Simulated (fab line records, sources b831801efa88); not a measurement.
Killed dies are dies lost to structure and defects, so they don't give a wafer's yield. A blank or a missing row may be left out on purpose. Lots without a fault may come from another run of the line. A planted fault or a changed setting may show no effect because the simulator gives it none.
fab line records | flow sky130
record lots=10 wafers=30 last_day=50
route steps=708 shown VIA3@589 METAL4@602 VIA4@652
lots that met no fault: from a run of the same line without faults
start_h: hours from the record's first day to the start of the lot's first wafer shown | wait_h: hours since the lot's step before | " the same as in the row above | L1.1+2: a row that stands for several wafers | - no value, or no start given | * or withheld: withheld | < > ~ a bound
route shown NAME@n: a module of which the file shows steps, and the number in the route of the first | usual: mean/standard deviation of fault-free wafers | same: alike in all rows | chamber/n: place in a boat | sites: the reading at each site | _std_site: their standard deviation | _edge_site: outer sites' mean less inner sites' | radius_mm: how far each site lies from the wafer's centre | mask NAME#n: copy n | behind: the tool/chamber that last shaped the wafer | hold: why the lot was held/for how many hours/how that ended | device: the transistor (n, p or np) that didn't switch | end of line: the same wafers' tests at the end of the route | a step without rows: its recipe alone | killed: dies lost to structure and defects at the first sort, not the wafer's yield | map: a wafer's dies, x killed, . not, _ none there
set.NAME: the setting as run; set.NAME@STEP: as run at that earlier step | model.NAME: the simulator's own value behind a step, which no gauge read
steps of the route over a sample of lots; a table a step, a row a wafer
services: from which hour (start_h, from the record's first day; less than 0 if before it) a tool's chamber was out of use, for how many hours, and why
## steps
# step SKY_VIA3_STRIP_16
# recipe chemistry=O2/N2 power_w=1400 pressure_mtorr=1500 platen_temp_c=withheld o2_flow_sccm=3000 n2_flow_sccm=300 overash_fraction=0.5
# usual drypump_motor_current_A=5.4/0.43 oes_product_au=0.402/0.0049 strip_time_to_endpoint_s=4.129/0.026
# columns lot.wafer tool chamber start_h wait_h drypump_motor_current_A oes_product_au rf_hours_counter_h strip_time_to_endpoint_s
L836.1 plasma_asher-04 0 949.79 0.0 4.8 0.408 23 4.183
L836.4 " 1 " " 6.1 0.400 - 4.163
L836.5 " 1 " " 6.1 0.402 - 4.181
L837.2 plasma_asher-01 0 956.45 0.0 5.9 0.402 77 4.124
L837.3 " 1 " " 5.4 0.395 - 4.132
L837.6 " 1 " " 5.4 0.389 - 4.121
L840.1 plasma_asher-02 1 985.24 0.0 5.1 0.407 56 4.110
L840.2 " 0 " " 5.2 0.405 56 4.115
L840.5 " 1 " " 5.1 0.397 - 4.117
L842.1 plasma_asher-01 1 996.65 0.0 5.4 0.402 81 4.117
L842.3 " 1 " " 5.4 0.409 - 4.152
L842.5 " 0 " " 6.0 0.400 - 4.120
L843.1 plasma_asher-04 0 1003.45 0.0 4.8 0.407 28 4.105
L843.3 " 0 " " 4.8 0.404 - 4.134
L843.4 " 1 " " 6.1 0.393 - 4.100
L844.4 plasma_asher-01 0 1006.14 0.0 5.9 0.403 - 4.072
L844.5 " 1 " " 5.4 0.403 - 4.147
L844.6 " 0 " " 6.0 0.396 - 4.129
L846.2 plasma_asher-01 1 1017.24 0.0 5.4 0.398 84 4.128
L846.3 " 0 " " 5.9 0.405 - 4.139
L846.5 " 0 " " 5.9 0.395 - 4.134
L850.4 plasma_asher-04 1 1037.34 0.1 6.1 0.399 - 4.146
L850.5 " 1 " " 6.1 0.401 - 4.108
L850.6 " 0 " " 4.8 0.396 - 4.146
L853.1 plasma_asher-01 0 1067.79 0.0 5.9 0.401 89 4.133
L853.4 " 1 " " 5.4 0.399 - 4.168
L853.5 " 1 " " 5.4 0.395 - 4.093
L856.3 plasma_asher-02 1 1080.94 0.1 5.1 0.396 - 4.162
L856.4 " 0 " " 5.2 0.405 - 4.174
L856.5 " 1 " " 5.1 0.401 - 4.173
# step SKY_METAL4_SPUTTER_04
# recipe material=TiN target_thk_nm=70 power_w=6500 time_s=58.3 chamber_pressure_pa=0.4
# usual throttle_valve_pct=29.6/0.9
# columns lot.wafer tool chamber start_h wait_h throttle_valve_pct
L836.1 pvd_sputter-02 - 951.18 0.0 30.1
L836.4 " - " " 28.8
L836.5 " - " " 30.0
L837.2 pvd_sputter-04 - 957.82 0.0 30.0
L837.3 " - " " 29.9
L837.6 " - " " 29.9
L840.1 pvd_sputter-04 - 986.87 0.0 29.5
L840.2 " - " " 29.6
L840.5 " - " " 29.7
L842.1 pvd_sputter-04 - 998.05 0.0 31.8
L842.3 " - " " 29.5
L842.5 " - " " 29.5
L843.1 pvd_sputter-02 - 1004.81 0.0 28.6
L843.3 " - " " 29.7
L843.4 " - " " 30.3
L844.4 pvd_sputter-02 - 1007.46 0.0 30.1
L844.5 " - " " 30.2
L844.6 " - " " 29.9
L846.2 pvd_sputter-03 - 1018.64 0.0 28.9
L846.3 " - " " 28.3
L846.5 " - " " 28.8
L850.4 pvd_sputter-04 - 1038.73 0.0 29.9
L850.5 " - " " 29.4
L850.6 " - " " 30.1
L853.1 pvd_sputter-03 - 1069.23 0.0 28.8
L853.4 " - " " 28.8
L853.5 " - " " 30.7
L856.3 pvd_sputter-03 - 1082.78 0.0 30.8
L856.4 " - " " 28.8
L856.5 " - " " 28.3
# step SKY_METAL4_METAL_ETCH_18
# recipe target_depth_a=8450 stop_on=SiO2 over_etch_frac=0.3 time_s=183.1 chemistry=Cl2/BCl3 resist_sidewall_deg=88 pressure_mtorr=10 icp_w=900 bias_w=48.5 Cl2_flow_sccm=60 bcl3_flow_sccm=30
# usual drypump_motor_current_A=5.78/0.19 oes_product_au=0.864/0.0061 throttle_valve_pct=22.263/0.0084
# columns lot.wafer tool chamber start_h wait_h drypump_motor_current_A oes_product_au rf_hours_counter_h throttle_valve_pct
L836.1 rie_metal-02 0 1001.30 0.0 6.00 0.867 19 22.281
L836.4 " 0 " " 6.00 0.878 - 22.261
L836.5 " 0 " " 5.99 0.860 - 22.258
L837.2 rie_metal-01 1 1005.80 0.0 5.46 0.865 0 22.270
L837.3 " 1 " " 5.47 0.855 - 22.251
L837.6 " 1 " " 5.47 0.866 - 22.257
L840.1 rie_metal-04 1 1034.15 0.0 5.86 0.852 14 22.264
L840.2 " 0 " " 5.74 0.867 8 22.263
L840.5 " 0 " " 5.72 0.857 - 22.265
L842.1 rie_metal-04 1 1044.70 0.0 5.84 0.870 15 22.271
L842.3 " 0 " " 5.72 0.869 - 22.271
L842.5 " 1 " " 5.84 0.862 - 22.249
L843.1 rie_metal-01 0 1053.45 0.0 6.05 0.865 7 22.273
L843.3 " 1 " " 5.46 0.867 - 22.258
L843.4 " 0 " " 6.04 0.858 - 22.245
L844.4 rie_metal-01 1 1054.56 0.1 5.48 0.863 - 22.256
L844.5 " 1 " " 5.47 0.860 - 22.261
L844.6 " 0 " " 5.99 0.866 - 22.252
L846.2 rie_metal-04 1 1064.35 0.0 5.85 0.864 16 22.261
L846.3 " 0 " " 5.70 0.862 - 22.263
L846.5 " 1 " " 5.84 0.866 - 22.256
L850.4 rie_metal-02 1 1083.56 0.1 5.55 0.873 - 22.267
L850.5 " 0 " " 5.99 0.875 - 22.264
L850.6 " 1 " " 5.56 0.869 - 22.266
L853.1 rie_metal-02 0 1112.30 0.0 5.97 0.878 28 22.265
L853.4 " 0 " " 5.97 0.866 - 22.249
L853.5 " 0 " " 5.98 0.861 - 22.271
L856.3 rie_metal-02 1 1127.71 0.1 5.59 0.859 - 22.259
L856.4 " 0 " " 5.99 0.858 - 22.266
L856.5 " 1 " " 5.55 0.863 - 22.267
# step SKY_METAL4_STRIP_19
# recipe chemistry=O2/N2 power_w=1400 pressure_mtorr=1500 platen_temp_c=withheld o2_flow_sccm=3000 n2_flow_sccm=300 overash_fraction=0.5
# usual drypump_motor_current_A=5.6/0.55 oes_product_au=0.500/0.0068 strip_time_to_endpoint_s=6.48/0.13
# columns lot.wafer tool chamber start_h wait_h drypump_motor_current_A oes_product_au rf_hours_counter_h strip_time_to_endpoint_s
L836.1 plasma_asher-04 0 1001.48 0.1 4.8 0.495 27 6.31
L836.4 " 1 " " 6.1 0.489 - 6.22
L836.5 " 0 " " 4.8 0.491 - 6.26
L837.2 plasma_asher-02 0 1005.98 0.1 5.2 0.506 59 6.46
L837.3 " 0 " " 5.1 0.506 - 6.43
L837.6 " 0 " " 5.2 0.495 - 6.48
L840.1 plasma_asher-04 1 1034.33 0.1 6.1 0.502 31 6.39
L840.2 " 0 " " 4.8 0.504 31 6.62
L840.5 " 0 " " 4.8 0.504 - 6.61
L842.1 plasma_asher-03 0 1044.87 0.1 6.2 0.494 126 6.32
L842.3 " 0 " " 6.1 0.504 - 6.56
L842.5 " 1 " " 6.0 0.490 - 6.32
L843.1 plasma_asher-04 0 1053.63 0.1 4.8 0.510 33 6.63
L843.3 " 1 " " 6.1 0.500 - 6.50
L843.4 " 0 " " 4.8 0.498 - 6.65
L844.4 plasma_asher-03 1 1054.71 0.1 6.0 0.500 - 6.58
L844.5 " 1 " " 6.0 0.503 - 6.58
L844.6 " 0 " " 6.1 0.515 - 6.73
L846.2 plasma_asher-03 1 1064.53 0.1 6.0 0.484 0 6.26
L846.3 " 1 " " 5.9 0.529 - 7.30
L846.5 " 1 " " 6.0 0.492 - 6.20
L850.4 plasma_asher-04 1 1083.71 0.1 6.1 0.503 - 6.57
L850.5 " 0 " " 4.8 0.503 - 6.35
L850.6 " 1 " " 6.1 0.504 - 6.54
L853.1 plasma_asher-03 1 1112.48 0.1 6.0 0.501 5 6.36
L853.4 " 1 " " 6.0 0.500 - 6.45
L853.5 " 1 " " 6.0 0.501 - 6.46
L856.3 plasma_asher-04 1 1127.86 0.1 6.1 0.510 - 6.65
L856.4 " 0 " " 4.8 0.491 - 6.35
L856.5 " 1 " " 6.1 0.511 - 6.67
# step SKY_VIA4_STRIP_13
# recipe chemistry=O2/N2 power_w=1400 pressure_mtorr=1500 platen_temp_c=withheld o2_flow_sccm=3000 n2_flow_sccm=300 overash_fraction=0.5
# usual drypump_motor_current_A=5.7/0.48 oes_product_au=0.709/0.0047 strip_time_to_endpoint_s=12.80/0.035
# columns lot.wafer tool chamber start_h wait_h drypump_motor_current_A oes_product_au rf_hours_counter_h strip_time_to_endpoint_s
L836.1 plasma_asher-01 0 1025.06 - 6.0 0.717 85 12.80
L836.4 " 1 " " 5.4 0.702 - 12.79
L836.5 " 1 " " 5.4 0.718 - 12.80
L837.2 plasma_asher-01 1 1028.68 - 5.4 0.719 85 12.82
L837.3 " 0 " " 5.9 0.720 - 12.77
L837.6 " 0 " " 6.0 0.706 - 12.78
L840.1 plasma_asher-04 1 1057.79 - 6.1 0.707 34 12.80
L840.2 " 0 " " 4.8 0.699 34 12.69
L840.5 " 1 " " 6.1 0.706 - 12.80
L842.1 plasma_asher-04 1 1067.11 - 6.1 0.715 35 12.84
L842.3 " 0 " " 4.8 0.711 - 12.78
L842.5 " 1 " " 6.1 0.713 - 12.78
L843.1 plasma_asher-01 1 1075.56 - 5.3 0.709 90 12.84
L843.3 " 1 " " 5.4 0.707 - 12.80
L843.4 " 0 " " 5.9 0.707 - 12.79
L844.4 plasma_asher-03 1 1077.09 - 5.9 0.711 - 12.77
L844.5 " 1 " " 5.9 0.710 - 12.82
L844.6 " 0 " " 6.1 0.711 - 12.79
L846.2 plasma_asher-03 1 1088.11 - 5.9 0.708 2 12.84
L846.3 " 1 " " 6.0 0.708 - 12.85
L846.5 " 1 " " 6.0 0.710 - 12.80
L850.4 plasma_asher-03 1 1105.29 - 6.0 0.710 - 12.84
L850.5 " 1 " " 6.0 0.714 - 12.79
L850.6 " 0 " " 6.2 0.709 - 12.80
L853.1 plasma_asher-04 1 1133.69 - 6.1 0.708 41 12.79
L853.4 " 1 " " 6.1 0.704 - 12.82
L853.5 " 1 " " 6.1 0.713 - 12.78
L856.3 plasma_asher-03 1 1148.14 - 6.0 0.716 - 12.84
L856.4 " 0 " " 6.1 0.704 - 12.84
L856.5 " 1 " " 5.9 0.715 - 12.79
## services
# columns tool chamber start_h hours kind
rie_metal-04 0 932.06 16.6 repair
rie_metal-01 - 967.61 2.8 pm
rie_metal-01 0 970.98 10.6 repair
plasma_asher-04 - 985.11 4.7 repair
plasma_asher-01 - 986.27 2.8 pm
plasma_asher-03 - 994.13 20.8 pm
pvd_sputter-02 - 995.14 1.4 repair
pvd_sputter-03 - 997.14 12.2 repair
pvd_sputter-04 - 1004.48 15.0 repair
plasma_asher-03 - 1019.23 9.1 repair
rie_metal-02 1 1055.15 - clean
rie_metal-02 1 1055.15 21.0 scheduled_down
rie_metal-02 1 1055.15 21.0 vent_cycle
plasma_asher-03 - 1055.25 9.0 pm
plasma_asher-03 0 1055.25 9.0 vent_cycle
plasma_asher-03 1 1055.25 9.0 vent_cycle
plasma_asher-03 0 1064.25 - clean
plasma_asher-03 1 1064.25 - clean
rie_metal-02 - 1068.22 0.7 repair
plasma_asher-01 - 1088.08 15.6 repair
rie_metal-04 - 1105.64 2.8 pm
rie_metal-02 - 1123.47 0.9 repair
pvd_sputter-04 2 1142.43 - consumable_replace:kit
pvd_sputter-04 2 1142.43 18.0 scheduled_down
## key
first_sign step=SKY_METAL4_STRIP_19 reading=strip_time_to_endpoint_s direction=up sigmas=6.3 usual=* struck=*
effect step=SKY_METAL4_STRIP_19 reading=oes_product_au direction=up sigmas=4.3 usual=0.500 struck=0.529
met_at SKY_METAL4_METAL_ETCH_18
struck_lots L846
struck_wafers L846.3
not_acting_at SKY_VIA3_STRIP_16,SKY_METAL4_SPUTTER_04,SKY_VIA4_STRIP_13
onset_between 1044.70 1064.35
fault kind=process_parameter_drift tool=rie_metal-04 chamber=- onset_h=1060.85 steps=SKY_METAL4_METAL_ETCH_18 channel=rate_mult offset=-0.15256 shape=step end_h=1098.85 scope=struck_wafers_only
